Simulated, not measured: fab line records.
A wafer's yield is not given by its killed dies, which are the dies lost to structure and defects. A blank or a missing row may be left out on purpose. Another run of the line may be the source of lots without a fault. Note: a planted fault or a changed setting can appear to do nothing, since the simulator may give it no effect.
Which tool did it?    flow sky130    6 lots, 18 wafers sampled, at 4 steps of a route of 708

WHAT THE GAUGES SHOWED, per wafer
SKY_METAL2_THK_MEAS_06: measures by xrf.
lot   measured      on             METAL2_ALCU_THK (nm)
L805  day 35 03:47  film_metro-04  246 242 245
L810  day 36 09:48  film_metro-04  247 246 245
L816  day 37 21:31  film_metro-01  248 251 249
L818  day 38 14:36  film_metro-01  243 246 247
L820  day 39 10:38  film_metro-04  248 253 250
L822  day 39 16:05  film_metro-01  250 251 248

EACH LOT AND THE TOOL THAT RAN IT (in order: tool; ch and the chambers of the sampled wafers; start)
lot   SKY_NWELL_IMPLANT_24            SKY_VIA1_CMP_02                SKY_VIA1_ETCH_14
L805  implanter-02 ch 0, day 6 02:31  cmp-01 ch 0,3, day 33 22:47    rie_diel-02 ch 0,2, day 35 02:07
L810  implanter-03 ch 0, day 7 03:25  cmp-02 ch 2,3, day 35 05:08    rie_diel-02 ch 1,2,3, day 36 08:13
L816  implanter-01 ch 0, day 8 07:26  cmp-02 ch 0,1,2, day 36 17:01  rie_diel-04 ch 2,3, day 37 19:56
L818  implanter-03 ch 0, day 8 19:14  cmp-02 ch 0,1, day 37 10:52    rie_diel-02 ch 1,3, day 38 13:01
L820  implanter-03 ch 0, day 9 11:29  cmp-01 ch 0,2, day 38 08:01    rie_diel-02 ch 0,1,3, day 39 09:04
L822  implanter-01 ch 0, day 9 18:33  cmp-01 ch 0,1,3, day 38 13:52  rie_diel-04 ch 0,1,3, day 39 14:31
- SKY_NWELL_IMPLANT_24
- SKY_VIA1_CMP_02: polishes SiO2.
- SKY_VIA1_ETCH_14: etches BARC in N2/H2, stops on SiO2, time 45.9 s, target depth 60 nm.

THE ANSWER, worked out from the rows above alone
Rule: the lots themselves supply what counts as usual. The widest of any qualifying gaps counts: lots, ordered by their means at a reading, are off when they make up no more than a third of the lots, leave a main group of 4 or more, and stand apart from it by 3 or more times the standard deviation of that group's means. Not used: any main group whose means are identical at the precision the tables above print for the reading. A lot without any number at a reading at which 4 lots or more have one is off too. Any other lot the step has rows for is counted as sound.
No lot is off on any of the readings shown, so nothing can be concluded from this.

WHAT WAS PUT IN BY THE SIMULATOR
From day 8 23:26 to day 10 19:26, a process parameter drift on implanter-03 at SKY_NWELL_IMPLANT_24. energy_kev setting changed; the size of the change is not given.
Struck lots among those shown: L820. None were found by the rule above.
